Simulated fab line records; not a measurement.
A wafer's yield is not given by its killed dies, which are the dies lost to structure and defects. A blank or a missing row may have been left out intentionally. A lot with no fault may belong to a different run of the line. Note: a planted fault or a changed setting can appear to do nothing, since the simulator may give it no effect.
What tool caused it? || flow sky130 || 72 wafers from 24 lots sampled at 6 of the route's 708 steps

## WHAT THE GAUGES READ, wafer by wafer
SKY_SONOS_TUNNEL_TW_MEAS_12. Usual: SONOS_TUNNEL_TW typically reads 196.7, with standard deviation 2.3.
{"lot": "L074", "measured": "day 11 07:56", "on": "film_metro-03", "SONOS_TUNNEL_TW": "198.4 198.5 197.9", "flag": ""}
{"lot": "L075", "measured": "day 11 18:29", "on": "film_metro-04", "SONOS_TUNNEL_TW": "196.2 197.6 197.0", "flag": ""}
{"lot": "L076", "measured": "day 11 21:19", "on": "film_metro-03", "SONOS_TUNNEL_TW": "199.1 199.1 198.8", "flag": ""}
{"lot": "L077", "measured": "day 12 09:53", "on": "film_metro-03", "SONOS_TUNNEL_TW": "197.1 198.1 197.3", "flag": ""}
{"lot": "L078", "measured": "day 12 15:49", "on": "film_metro-03", "SONOS_TUNNEL_TW": "197.9 198.6 197.7", "flag": ""}
{"lot": "L079", "measured": "day 13 00:11", "on": "film_metro-02", "SONOS_TUNNEL_TW": "192.3 192.5 193.6", "flag": ""}
{"lot": "L080", "measured": "day 13 05:15", "on": "film_metro-03", "SONOS_TUNNEL_TW": "200.6 199.3 199.2", "flag": ""}
{"lot": "L081", "measured": "day 13 18:05", "on": "film_metro-04", "SONOS_TUNNEL_TW": "195.0 195.2 196.3", "flag": ""}
{"lot": "L082", "measured": "day 14 04:31", "on": "film_metro-04", "SONOS_TUNNEL_TW": "195.7 195.1 196.4", "flag": ""}
{"lot": "L083", "measured": "day 14 12:18", "on": "film_metro-02", "SONOS_TUNNEL_TW": "193.0 193.0 193.3", "flag": ""}
{"lot": "L084", "measured": "day 14 14:55", "on": "film_metro-03", "SONOS_TUNNEL_TW": "198.0 198.2 198.4", "flag": ""}
{"lot": "L085", "measured": "day 14 20:50", "on": "film_metro-03", "SONOS_TUNNEL_TW": "198.5 199.4 198.4", "flag": ""}
{"lot": "L086", "measured": "day 15 11:22", "on": "film_metro-04", "SONOS_TUNNEL_TW": "196.6 195.7 196.8", "flag": ""}
{"lot": "L087", "measured": "day 15 19:56", "on": "film_metro-02", "SONOS_TUNNEL_TW": "193.7 194.4 193.2", "flag": ""}
{"lot": "L088", "measured": "day 15 22:04", "on": "film_metro-03", "SONOS_TUNNEL_TW": "200.4 199.8 201.1", "flag": ""}
{"lot": "L089", "measured": "day 16 18:12", "on": "film_metro-02", "SONOS_TUNNEL_TW": "193.3 193.8 193.1", "flag": ""}
{"lot": "L090", "measured": "day 16 18:40", "on": "film_metro-04", "SONOS_TUNNEL_TW": "195.3 196.6 196.6", "flag": ""}
{"lot": "L091", "measured": "day 17 01:47", "on": "film_metro-03", "SONOS_TUNNEL_TW": "198.0 199.3 198.8", "flag": ""}
{"lot": "L092", "measured": "day 17 03:47", "on": "film_metro-04", "SONOS_TUNNEL_TW": "196.0 196.3 196.0", "flag": ""}
{"lot": "L093", "measured": "day 17 13:10", "on": "film_metro-03", "SONOS_TUNNEL_TW": "200.3 198.8 198.2", "flag": ""}
{"lot": "L094", "measured": "day 17 22:41", "on": "film_metro-04", "SONOS_TUNNEL_TW": "195.9 196.4 196.0", "flag": ""}
{"lot": "L095", "measured": "day 18 09:01", "on": "film_metro-04", "SONOS_TUNNEL_TW": "195.7 195.7 195.2", "flag": ""}
{"lot": "L096", "measured": "day 18 20:01", "on": "film_metro-03", "SONOS_TUNNEL_TW": "199.4 199.4 199.7", "flag": ""}
{"lot": "L097", "measured": "day 19 00:28", "on": "film_metro-02", "SONOS_TUNNEL_TW": "192.7 192.6 194.2", "flag": ""}

SKY_PASSIVATION_THK_MEAS_03. Usual: PASSIVATION_CVD_02_THK typically reads 538 nm, with standard deviation 7.
{"lot": "L074", "measured": "day 43 18:07", "on": "film_metro-01", "PASSIVATION_CVD_02_THK (nm)": "525 538 539", "flag": ""}
{"lot": "L075", "measured": "day 43 21:27", "on": "film_metro-03", "PASSIVATION_CVD_02_THK (nm)": "520 528 528", "flag": ""}
{"lot": "L076", "measured": "day 44 05:04", "on": "film_metro-03", "PASSIVATION_CVD_02_THK (nm)": "530 542 534", "flag": ""}
{"lot": "L077", "measured": "day 44 12:14", "on": "film_metro-01", "PASSIVATION_CVD_02_THK (nm)": "538 547 544", "flag": ""}
{"lot": "L078", "measured": "day 44 18:59", "on": "film_metro-02", "PASSIVATION_CVD_02_THK (nm)": "533 544 534", "flag": ""}
{"lot": "L079", "measured": "day 45 05:38", "on": "film_metro-02", "PASSIVATION_CVD_02_THK (nm)": "536 533 545", "flag": ""}
{"lot": "L080", "measured": "day 45 08:53", "on": "film_metro-01", "PASSIVATION_CVD_02_THK (nm)": "536 541 541", "flag": ""}
{"lot": "L081", "measured": "day 45 19:25", "on": "film_metro-01", "PASSIVATION_CVD_02_THK (nm)": "540 530 545", "flag": ""}
{"lot": "L082", "measured": "day 46 05:57", "on": "film_metro-01", "PASSIVATION_CVD_02_THK (nm)": "524 535 537", "flag": ""}
{"lot": "L083", "measured": "day 46 09:20", "on": "film_metro-01", "PASSIVATION_CVD_02_THK (nm)": "534 536 546", "flag": ""}
{"lot": "L084", "measured": "day 46 13:50", "on": "film_metro-02", "PASSIVATION_CVD_02_THK (nm)": "540 544 555", "flag": ""}
{"lot": "L085", "measured": "day 46 14:58", "on": "film_metro-02", "PASSIVATION_CVD_02_THK (nm)": "529 537 539", "flag": ""}
{"lot": "L086", "measured": "day 47 03:50", "on": "film_metro-03", "PASSIVATION_CVD_02_THK (nm)": "529 533 545", "flag": ""}
{"lot": "L087", "measured": "day 47 07:52", "on": "film_metro-02", "PASSIVATION_CVD_02_THK (nm)": "527 543 532", "flag": ""}
{"lot": "L088", "measured": "day 47 11:54", "on": "film_metro-03", "PASSIVATION_CVD_02_THK (nm)": "530 542 533", "flag": ""}
{"lot": "L089", "measured": "day 47 18:42", "on": "film_metro-02", "PASSIVATION_CVD_02_THK (nm)": "541 539 543", "flag": ""}
{"lot": "L090", "measured": "day 48 00:08", "on": "film_metro-03", "PASSIVATION_CVD_02_THK (nm)": "536 549 546", "flag": ""}
{"lot": "L091", "measured": "day 48 05:35", "on": "film_metro-01", "PASSIVATION_CVD_02_THK (nm)": "538 540 543", "flag": ""}
{"lot": "L092", "measured": "day 48 08:19", "on": "film_metro-03", "PASSIVATION_CVD_02_THK (nm)": "536 548 546", "flag": ""}
{"lot": "L093", "measured": "day 49 00:37", "on": "film_metro-02", "PASSIVATION_CVD_02_THK (nm)": "540 545 543", "flag": ""}
{"lot": "L094", "measured": "day 48 23:39", "on": "film_metro-03", "PASSIVATION_CVD_02_THK (nm)": "531 540 542", "flag": ""}
{"lot": "L095", "measured": "day 49 00:56", "on": "film_metro-01", "PASSIVATION_CVD_02_THK (nm)": "541 543 543", "flag": ""}
{"lot": "L096", "measured": "day 49 06:16", "on": "film_metro-01", "PASSIVATION_CVD_02_THK (nm)": "539 542 545", "flag": ""}
{"lot": "L097", "measured": "day 49 09:23", "on": "film_metro-01", "PASSIVATION_CVD_02_THK (nm)": "542 546 542", "flag": ""}

## EACH LOT AND THE TOOL THAT RAN IT (in order: tool; ch and the chambers of the sampled wafers; start)
{"lot": "L074", "SKY_VIA1_CMP_02": "cmp-01 ch 0,1,2, day 32 18:08", "SKY_VIA1_SPUTTER_20": "pvd_sputter-03, day 33 21:33", "SKY_METAL2_SPUTTER_01": "pvd_sputter-01, day 33 22:13", "SKY_CAPM_METAL_ETCH_13": "rie_metal-01 ch 0,1, day 37 08:29"}
{"lot": "L075", "SKY_VIA1_CMP_02": "cmp-02 ch 2,3, day 32 22:23", "SKY_VIA1_SPUTTER_20": "pvd_sputter-03, day 34 02:03", "SKY_METAL2_SPUTTER_01": "pvd_sputter-01, day 34 02:43", "SKY_CAPM_METAL_ETCH_13": "rie_metal-01 ch 0,1, day 37 12:46"}
{"lot": "L076", "SKY_VIA1_CMP_02": "cmp-01 ch 1,2,3, day 33 07:22", "SKY_VIA1_SPUTTER_20": "pvd_sputter-03, day 34 10:29", "SKY_METAL2_SPUTTER_01": "pvd_sputter-01, day 34 11:08", "SKY_CAPM_METAL_ETCH_13": "rie_metal-01 ch 0, day 37 22:29"}
{"lot": "L077", "SKY_VIA1_CMP_02": "cmp-01 ch 0,1,2, day 33 14:26", "SKY_VIA1_SPUTTER_20": "pvd_sputter-03, day 34 18:26", "SKY_METAL2_SPUTTER_01": "pvd_sputter-01, day 34 19:05", "SKY_CAPM_METAL_ETCH_13": "rie_metal-04 ch 0,1, day 38 04:26"}
{"lot": "L078", "SKY_VIA1_CMP_02": "cmp-01 ch 1,2,3, day 34 01:29", "SKY_VIA1_SPUTTER_20": "pvd_sputter-01, day 35 04:49", "SKY_METAL2_SPUTTER_01": "pvd_sputter-04, day 35 05:28", "SKY_CAPM_METAL_ETCH_13": "rie_metal-01 ch 0,1, day 38 13:39"}
{"lot": "L079", "SKY_VIA1_CMP_02": "cmp-01 ch 0,2,3, day 34 11:31", "SKY_VIA1_SPUTTER_20": "pvd_sputter-03, day 35 15:41", "SKY_METAL2_SPUTTER_01": "pvd_sputter-01, day 35 16:22", "SKY_CAPM_METAL_ETCH_13": "rie_metal-04 ch 0,1, day 39 01:08"}
{"lot": "L080", "SKY_VIA1_CMP_02": "cmp-01 ch 1,2,3, day 34 12:50", "SKY_VIA1_SPUTTER_20": "pvd_sputter-02, day 35 16:38", "SKY_METAL2_SPUTTER_01": "pvd_sputter-03, day 35 17:17", "SKY_CAPM_METAL_ETCH_13": "rie_metal-03 ch 0, day 39 03:12"}
{"lot": "L081", "SKY_VIA1_CMP_02": "cmp-02 ch 1,2,3, day 35 03:34", "SKY_VIA1_SPUTTER_20": "pvd_sputter-03, day 36 06:46", "SKY_METAL2_SPUTTER_01": "pvd_sputter-04, day 36 07:25", "SKY_CAPM_METAL_ETCH_13": "rie_metal-04 ch 0,1, day 39 15:20"}
{"lot": "L082", "SKY_VIA1_CMP_02": "cmp-02 ch 1,3, day 35 17:44", "SKY_VIA1_SPUTTER_20": "pvd_sputter-03, day 36 20:41", "SKY_METAL2_SPUTTER_01": "pvd_sputter-01, day 36 21:20", "SKY_CAPM_METAL_ETCH_13": "rie_metal-03 ch 1, day 40 05:29"}
{"lot": "L083", "SKY_VIA1_CMP_02": "cmp-01 ch 0,1,2, day 35 22:14", "SKY_VIA1_SPUTTER_20": "pvd_sputter-03, day 37 00:44", "SKY_METAL2_SPUTTER_01": "pvd_sputter-01, day 37 01:23", "SKY_CAPM_METAL_ETCH_13": "rie_metal-01 ch 0, day 40 08:39"}
{"lot": "L084", "SKY_VIA1_CMP_02": "cmp-02 ch 0,2,3, day 36 04:23", "SKY_VIA1_SPUTTER_20": "pvd_sputter-02, day 37 07:59", "SKY_METAL2_SPUTTER_01": "pvd_sputter-03, day 37 09:05", "SKY_CAPM_METAL_ETCH_13": "rie_metal-04 ch 0,1, day 40 14:59"}
{"lot": "L085", "SKY_VIA1_CMP_02": "cmp-02 ch 1,2,3, day 36 08:08", "SKY_VIA1_SPUTTER_20": "pvd_sputter-01, day 37 11:29", "SKY_METAL2_SPUTTER_01": "pvd_sputter-03, day 37 12:08", "SKY_CAPM_METAL_ETCH_13": "rie_metal-04 ch 1, day 40 17:41"}
{"lot": "L086", "SKY_VIA1_CMP_02": "cmp-02 ch 0,1,3, day 36 20:18", "SKY_VIA1_SPUTTER_20": "pvd_sputter-02, day 37 22:59", "SKY_METAL2_SPUTTER_01": "pvd_sputter-01, day 37 23:38", "SKY_CAPM_METAL_ETCH_13": "rie_metal-03 ch 1, day 41 04:50"}
{"lot": "L087", "SKY_VIA1_CMP_02": "cmp-01 ch 0,1, day 37 04:06", "SKY_VIA1_SPUTTER_20": "pvd_sputter-02, day 38 07:05", "SKY_METAL2_SPUTTER_01": "pvd_sputter-01, day 38 07:44", "SKY_CAPM_METAL_ETCH_13": "rie_metal-03 ch 1, day 41 12:11"}
{"lot": "L088", "SKY_VIA1_CMP_02": "cmp-01 ch 1,2,3, day 37 05:36", "SKY_VIA1_SPUTTER_20": "pvd_sputter-02, day 38 08:31", "SKY_METAL2_SPUTTER_01": "pvd_sputter-01, day 38 09:17", "SKY_CAPM_METAL_ETCH_13": "rie_metal-01 ch 0,1, day 41 16:02"}
{"lot": "L089", "SKY_VIA1_CMP_02": "cmp-02 ch 1,2,3, day 37 19:34", "SKY_VIA1_SPUTTER_20": "pvd_sputter-03, day 38 22:09", "SKY_METAL2_SPUTTER_01": "pvd_sputter-03, day 38 22:49", "SKY_CAPM_METAL_ETCH_13": "rie_metal-03 ch 0,1, day 42 02:52"}
{"lot": "L090", "SKY_VIA1_CMP_02": "cmp-01 ch 0,1,3, day 38 00:08", "SKY_VIA1_SPUTTER_20": "pvd_sputter-02, day 39 02:47", "SKY_METAL2_SPUTTER_01": "pvd_sputter-04, day 39 03:31", "SKY_CAPM_METAL_ETCH_13": "rie_metal-04 ch 0,1, day 42 06:04"}
{"lot": "L091", "SKY_VIA1_CMP_02": "cmp-01 ch 0,2,3, day 38 08:01", "SKY_VIA1_SPUTTER_20": "pvd_sputter-03, day 39 10:26", "SKY_METAL2_SPUTTER_01": "pvd_sputter-04, day 39 11:11", "SKY_CAPM_METAL_ETCH_13": "rie_metal-01 ch 0,1, day 42 14:16"}
{"lot": "L092", "SKY_VIA1_CMP_02": "cmp-02 ch 1,2,3, day 38 10:30", "SKY_VIA1_SPUTTER_20": "pvd_sputter-01, day 39 12:20", "SKY_METAL2_SPUTTER_01": "pvd_sputter-01, day 39 12:59", "SKY_CAPM_METAL_ETCH_13": "rie_metal-01 ch 0,1, day 42 17:23"}
{"lot": "L093", "SKY_VIA1_CMP_02": "cmp-01 ch 0,1,2, day 39 08:51", "SKY_VIA1_SPUTTER_20": "pvd_sputter-03, day 40 10:41", "SKY_METAL2_SPUTTER_01": "pvd_sputter-01, day 40 11:25", "SKY_CAPM_METAL_ETCH_13": "rie_metal-03 ch 0,1, day 43 12:50"}
{"lot": "L094", "SKY_VIA1_CMP_02": "cmp-02 ch 1,3, day 39 06:14", "SKY_VIA1_SPUTTER_20": "pvd_sputter-02, day 40 07:44", "SKY_METAL2_SPUTTER_01": "pvd_sputter-04, day 40 08:23", "SKY_CAPM_METAL_ETCH_13": "rie_metal-01 ch 0,1, day 43 10:50"}
{"lot": "L095", "SKY_VIA1_CMP_02": "cmp-01 ch 0,2,3, day 39 09:07", "SKY_VIA1_SPUTTER_20": "pvd_sputter-03, day 40 11:27", "SKY_METAL2_SPUTTER_01": "pvd_sputter-03, day 40 12:07", "SKY_CAPM_METAL_ETCH_13": "rie_metal-04 ch 1, day 43 14:02"}
{"lot": "L096", "SKY_VIA1_CMP_02": "cmp-02 ch 2,3, day 39 15:30", "SKY_VIA1_SPUTTER_20": "pvd_sputter-01, day 40 16:23", "SKY_METAL2_SPUTTER_01": "pvd_sputter-01, day 40 17:43", "SKY_CAPM_METAL_ETCH_13": "rie_metal-03 ch 0,1, day 43 19:18"}
{"lot": "L097", "SKY_VIA1_CMP_02": "cmp-02 ch 0,1,3, day 39 20:36", "SKY_VIA1_SPUTTER_20": "pvd_sputter-01, day 40 22:17", "SKY_METAL2_SPUTTER_01": "pvd_sputter-03, day 40 22:56", "SKY_CAPM_METAL_ETCH_13": "rie_metal-03 ch 0,1, day 44 00:39"}
- SKY_VIA1_CMP_02: polishes SiO2.
- SKY_VIA1_SPUTTER_20: material TiN, target thk 20 nm, time 80 s.
- SKY_METAL2_SPUTTER_01: material TiN, target thk 20 nm, time 16.7 s.
- SKY_CAPM_METAL_ETCH_13: etches TiN in Cl2/BCl3, stops on SiO2, target depth 220 nm, time 62.9 s.

## AS READ BY THE TOOLS THEMSELVES (means over the sampled wafers that have a number; for cases with no such wafer, the mark the record gives instead)
SKY_VIA1_CMP_02. Usual: 12.2 A for motor_current_A, sd 0.83.
{"lot": "L074", "tool": "cmp-01", "motor_current_A (A)": 12.7, "flag": ""}
{"lot": "L075", "tool": "cmp-02", "motor_current_A (A)": 11.2, "flag": ""}
{"lot": "L076", "tool": "cmp-01", "motor_current_A (A)": 12.6, "flag": ""}
{"lot": "L077", "tool": "cmp-01", "motor_current_A (A)": 12.8, "flag": ""}
{"lot": "L078", "tool": "cmp-01", "motor_current_A (A)": 13.0, "flag": ""}
{"lot": "L079", "tool": "cmp-01", "motor_current_A (A)": 12.4, "flag": ""}
{"lot": "L080", "tool": "cmp-01", "motor_current_A (A)": 12.5, "flag": ""}
{"lot": "L081", "tool": "cmp-02", "motor_current_A (A)": 11.8, "flag": ""}
{"lot": "L082", "tool": "cmp-02", "motor_current_A (A)": 11.6, "flag": ""}
{"lot": "L083", "tool": "cmp-01", "motor_current_A (A)": 12.7, "flag": ""}
{"lot": "L084", "tool": "cmp-02", "motor_current_A (A)": 11.7, "flag": ""}
{"lot": "L085", "tool": "cmp-02", "motor_current_A (A)": 11.4, "flag": ""}
{"lot": "L086", "tool": "cmp-02", "motor_current_A (A)": 11.8, "flag": ""}
{"lot": "L087", "tool": "cmp-01", "motor_current_A (A)": 12.4, "flag": ""}
{"lot": "L088", "tool": "cmp-01", "motor_current_A (A)": 12.8, "flag": ""}
{"lot": "L089", "tool": "cmp-02", "motor_current_A (A)": 11.1, "flag": ""}
{"lot": "L090", "tool": "cmp-01", "motor_current_A (A)": 12.6, "flag": ""}
{"lot": "L091", "tool": "cmp-01", "motor_current_A (A)": 12.3, "flag": ""}
{"lot": "L092", "tool": "cmp-02", "motor_current_A (A)": 11.4, "flag": ""}
{"lot": "L093", "tool": "cmp-01", "motor_current_A (A)": 12.5, "flag": ""}
{"lot": "L094", "tool": "cmp-02", "motor_current_A (A)": 12.2, "flag": ""}
{"lot": "L095", "tool": "cmp-01", "motor_current_A (A)": 12.3, "flag": ""}
{"lot": "L096", "tool": "cmp-02", "motor_current_A (A)": 11.0, "flag": ""}
{"lot": "L097", "tool": "cmp-02", "motor_current_A (A)": 12.0, "flag": ""}

SKY_VIA1_SPUTTER_20. Usual: 30.5 % for throttle_valve_pct, sd 0.89.
{"lot": "L074", "tool": "pvd_sputter-03", "throttle_valve_pct (%)": 30.4, "flag": ""}
{"lot": "L075", "tool": "pvd_sputter-03", "throttle_valve_pct (%)": 30.4, "flag": ""}
{"lot": "L076", "tool": "pvd_sputter-03", "throttle_valve_pct (%)": 30.7, "flag": ""}
{"lot": "L077", "tool": "pvd_sputter-03", "throttle_valve_pct (%)": 30.5, "flag": ""}
{"lot": "L078", "tool": "pvd_sputter-01", "throttle_valve_pct (%)": 29.8, "flag": ""}
{"lot": "L079", "tool": "pvd_sputter-03", "throttle_valve_pct (%)": 30.6, "flag": ""}
{"lot": "L080", "tool": "pvd_sputter-02", "throttle_valve_pct (%)": 29.9, "flag": ""}
{"lot": "L081", "tool": "pvd_sputter-03", "throttle_valve_pct (%)": 30.6, "flag": ""}
{"lot": "L082", "tool": "pvd_sputter-03", "throttle_valve_pct (%)": 30.4, "flag": ""}
{"lot": "L083", "tool": "pvd_sputter-03", "throttle_valve_pct (%)": 30.6, "flag": ""}
{"lot": "L084", "tool": "pvd_sputter-02", "throttle_valve_pct (%)": 31.2, "flag": ""}
{"lot": "L085", "tool": "pvd_sputter-01", "throttle_valve_pct (%)": 30.1, "flag": ""}
{"lot": "L086", "tool": "pvd_sputter-02", "throttle_valve_pct (%)": 30.2, "flag": ""}
{"lot": "L087", "tool": "pvd_sputter-02", "throttle_valve_pct (%)": 30.7, "flag": ""}
{"lot": "L088", "tool": "pvd_sputter-02", "throttle_valve_pct (%)": 31.2, "flag": ""}
{"lot": "L089", "tool": "pvd_sputter-03", "throttle_valve_pct (%)": 30.3, "flag": ""}
{"lot": "L090", "tool": "pvd_sputter-02", "throttle_valve_pct (%)": 29.7, "flag": ""}
{"lot": "L091", "tool": "pvd_sputter-03", "throttle_valve_pct (%)": 30.3, "flag": ""}
{"lot": "L092", "tool": "pvd_sputter-01", "throttle_valve_pct (%)": 30.4, "flag": ""}
{"lot": "L093", "tool": "pvd_sputter-03", "throttle_valve_pct (%)": 30.8, "flag": ""}
{"lot": "L094", "tool": "pvd_sputter-02", "throttle_valve_pct (%)": 30.7, "flag": ""}
{"lot": "L095", "tool": "pvd_sputter-03", "throttle_valve_pct (%)": 30.6, "flag": ""}
{"lot": "L096", "tool": "pvd_sputter-01", "throttle_valve_pct (%)": 30.5, "flag": ""}
{"lot": "L097", "tool": "pvd_sputter-01", "throttle_valve_pct (%)": 30.0, "flag": ""}

SKY_METAL2_SPUTTER_01. Usual: 30.2 % for throttle_valve_pct, sd 0.63.
{"lot": "L074", "tool": "pvd_sputter-01", "throttle_valve_pct (%)": 30.3, "flag": ""}
{"lot": "L075", "tool": "pvd_sputter-01", "throttle_valve_pct (%)": 30.5, "flag": ""}
{"lot": "L076", "tool": "pvd_sputter-01", "throttle_valve_pct (%)": 30.2, "flag": ""}
{"lot": "L077", "tool": "pvd_sputter-01", "throttle_valve_pct (%)": 30.4, "flag": ""}
{"lot": "L078", "tool": "pvd_sputter-04", "throttle_valve_pct (%)": 29.5, "flag": ""}
{"lot": "L079", "tool": "pvd_sputter-01", "throttle_valve_pct (%)": 30.3, "flag": ""}
{"lot": "L080", "tool": "pvd_sputter-03", "throttle_valve_pct (%)": 30.4, "flag": ""}
{"lot": "L081", "tool": "pvd_sputter-04", "throttle_valve_pct (%)": 30.6, "flag": ""}
{"lot": "L082", "tool": "pvd_sputter-01", "throttle_valve_pct (%)": 30.0, "flag": ""}
{"lot": "L083", "tool": "pvd_sputter-01", "throttle_valve_pct (%)": 30.3, "flag": ""}
{"lot": "L084", "tool": "pvd_sputter-03", "throttle_valve_pct (%)": 30.6, "flag": ""}
{"lot": "L085", "tool": "pvd_sputter-03", "throttle_valve_pct (%)": 30.5, "flag": ""}
{"lot": "L086", "tool": "pvd_sputter-01", "throttle_valve_pct (%)": 29.9, "flag": ""}
{"lot": "L087", "tool": "pvd_sputter-01", "throttle_valve_pct (%)": 30.5, "flag": ""}
{"lot": "L088", "tool": "pvd_sputter-01", "throttle_valve_pct (%)": 29.9, "flag": ""}
{"lot": "L089", "tool": "pvd_sputter-03", "throttle_valve_pct (%)": 30.5, "flag": ""}
{"lot": "L090", "tool": "pvd_sputter-04", "throttle_valve_pct (%)": 30.0, "flag": ""}
{"lot": "L091", "tool": "pvd_sputter-04", "throttle_valve_pct (%)": 30.0, "flag": ""}
{"lot": "L092", "tool": "pvd_sputter-01", "throttle_valve_pct (%)": 30.2, "flag": ""}
{"lot": "L093", "tool": "pvd_sputter-01", "throttle_valve_pct (%)": 30.0, "flag": ""}
{"lot": "L094", "tool": "pvd_sputter-04", "throttle_valve_pct (%)": 30.1, "flag": ""}
{"lot": "L095", "tool": "pvd_sputter-03", "throttle_valve_pct (%)": 30.4, "flag": ""}
{"lot": "L096", "tool": "pvd_sputter-01", "throttle_valve_pct (%)": 30.3, "flag": ""}
{"lot": "L097", "tool": "pvd_sputter-03", "throttle_valve_pct (%)": 30.3, "flag": ""}

SKY_CAPM_METAL_ETCH_13. Usual: bias_w 48.50 W, standard deviation 0.15; drypump_motor_current_A 5.5 A, standard deviation 0.41; oes_product_au 0.940 a.u., standard deviation 0.007; throttle_valve_pct 21.901 %, standard deviation 0.0091.
{"lot": "L074", "tool": "rie_metal-01", "bias_w (W)": 48.42, "drypump_motor_current_A (A)": 5.4, "oes_product_au (a.u.)": 0.935, "throttle_valve_pct (%)": 21.899, "flag": ""}
{"lot": "L075", "tool": "rie_metal-01", "bias_w (W)": 48.66, "drypump_motor_current_A (A)": 5.3, "oes_product_au (a.u.)": 0.940, "throttle_valve_pct (%)": 21.915, "flag": ""}
{"lot": "L076", "tool": "rie_metal-01", "bias_w (W)": 48.37, "drypump_motor_current_A (A)": 5.1, "oes_product_au (a.u.)": 0.947, "throttle_valve_pct (%)": 21.909, "flag": ""}
{"lot": "L077", "tool": "rie_metal-04", "bias_w (W)": 48.65, "drypump_motor_current_A (A)": 5.9, "oes_product_au (a.u.)": 0.935, "throttle_valve_pct (%)": 21.901, "flag": ""}
{"lot": "L078", "tool": "rie_metal-01", "bias_w (W)": 48.45, "drypump_motor_current_A (A)": 5.4, "oes_product_au (a.u.)": 0.937, "throttle_valve_pct (%)": 21.907, "flag": ""}
{"lot": "L079", "tool": "rie_metal-04", "bias_w (W)": 48.46, "drypump_motor_current_A (A)": 5.5, "oes_product_au (a.u.)": 0.935, "throttle_valve_pct (%)": 21.903, "flag": ""}
{"lot": "L080", "tool": "rie_metal-03", "bias_w (W)": 48.35, "drypump_motor_current_A (A)": 5.4, "oes_product_au (a.u.)": 0.944, "throttle_valve_pct (%)": 21.888, "flag": ""}
{"lot": "L081", "tool": "rie_metal-04", "bias_w (W)": 48.60, "drypump_motor_current_A (A)": 5.9, "oes_product_au (a.u.)": 0.945, "throttle_valve_pct (%)": 21.901, "flag": ""}
{"lot": "L082", "tool": "rie_metal-03", "bias_w (W)": 48.56, "drypump_motor_current_A (A)": 5.9, "oes_product_au (a.u.)": 0.937, "throttle_valve_pct (%)": 21.903, "flag": ""}
{"lot": "L083", "tool": "rie_metal-01", "bias_w (W)": 48.53, "drypump_motor_current_A (A)": 5.1, "oes_product_au (a.u.)": 0.929, "throttle_valve_pct (%)": 21.910, "flag": ""}
{"lot": "L084", "tool": "rie_metal-04", "bias_w (W)": 48.53, "drypump_motor_current_A (A)": 5.5, "oes_product_au (a.u.)": 0.939, "throttle_valve_pct (%)": 21.902, "flag": ""}
{"lot": "L085", "tool": "rie_metal-04", "bias_w (W)": 48.47, "drypump_motor_current_A (A)": 5.1, "oes_product_au (a.u.)": 0.946, "throttle_valve_pct (%)": 21.892, "flag": ""}
{"lot": "L086", "tool": "rie_metal-03", "bias_w (W)": 48.27, "drypump_motor_current_A (A)": 5.9, "oes_product_au (a.u.)": 0.938, "throttle_valve_pct (%)": 21.897, "flag": ""}
{"lot": "L087", "tool": "rie_metal-03", "bias_w (W)": 48.38, "drypump_motor_current_A (A)": 5.9, "oes_product_au (a.u.)": 0.946, "throttle_valve_pct (%)": 21.896, "flag": ""}
{"lot": "L088", "tool": "rie_metal-01", "bias_w (W)": 48.53, "drypump_motor_current_A (A)": 5.3, "oes_product_au (a.u.)": 0.936, "throttle_valve_pct (%)": 21.903, "flag": ""}
{"lot": "L089", "tool": "rie_metal-03", "bias_w (W)": 48.37, "drypump_motor_current_A (A)": 5.7, "oes_product_au (a.u.)": 0.939, "throttle_valve_pct (%)": 21.891, "flag": ""}
{"lot": "L090", "tool": "rie_metal-04", "bias_w (W)": 48.62, "drypump_motor_current_A (A)": 5.9, "oes_product_au (a.u.)": 0.944, "throttle_valve_pct (%)": 21.900, "flag": ""}
{"lot": "L091", "tool": "rie_metal-01", "bias_w (W)": 48.53, "drypump_motor_current_A (A)": 5.3, "oes_product_au (a.u.)": 0.941, "throttle_valve_pct (%)": 21.896, "flag": ""}
{"lot": "L092", "tool": "rie_metal-01", "bias_w (W)": 48.52, "drypump_motor_current_A (A)": 5.3, "oes_product_au (a.u.)": 0.938, "throttle_valve_pct (%)": 21.900, "flag": ""}
{"lot": "L093", "tool": "rie_metal-03", "bias_w (W)": 48.49, "drypump_motor_current_A (A)": 5.7, "oes_product_au (a.u.)": 0.936, "throttle_valve_pct (%)": 21.905, "flag": ""}
{"lot": "L094", "tool": "rie_metal-01", "bias_w (W)": 48.54, "drypump_motor_current_A (A)": 5.3, "oes_product_au (a.u.)": 0.938, "throttle_valve_pct (%)": 21.900, "flag": ""}
{"lot": "L095", "tool": "rie_metal-04", "bias_w (W)": 48.64, "drypump_motor_current_A (A)": 5.1, "oes_product_au (a.u.)": 0.940, "throttle_valve_pct (%)": 21.897, "flag": ""}
{"lot": "L096", "tool": "rie_metal-03", "bias_w (W)": 48.51, "drypump_motor_current_A (A)": 5.7, "oes_product_au (a.u.)": 0.949, "throttle_valve_pct (%)": 21.903, "flag": ""}
{"lot": "L097", "tool": "rie_metal-03", "bias_w (W)": 48.60, "drypump_motor_current_A (A)": 5.7, "oes_product_au (a.u.)": 0.938, "throttle_valve_pct (%)": 21.894, "flag": ""}

## THE ANSWER, worked out from the rows above alone
Rule: a lot is off if the mean of its wafers that have a number lies more than 3 standard deviations from the usual mean. A lot without any number at a reading at which 4 lots or more have one is off too. Any other lot the step has rows for is counted as sound. After the gauges, taken in route order, come the tools' own readings; for these a lot's mean is taken, as printed above. At the first step where some lot is off, the reading lying furthest off is the one used; lots without a number count as furthest.
No lot is off on any of the readings shown, so nothing can be concluded from this.

## WHAT THE SIMULATOR HAD INSERTED
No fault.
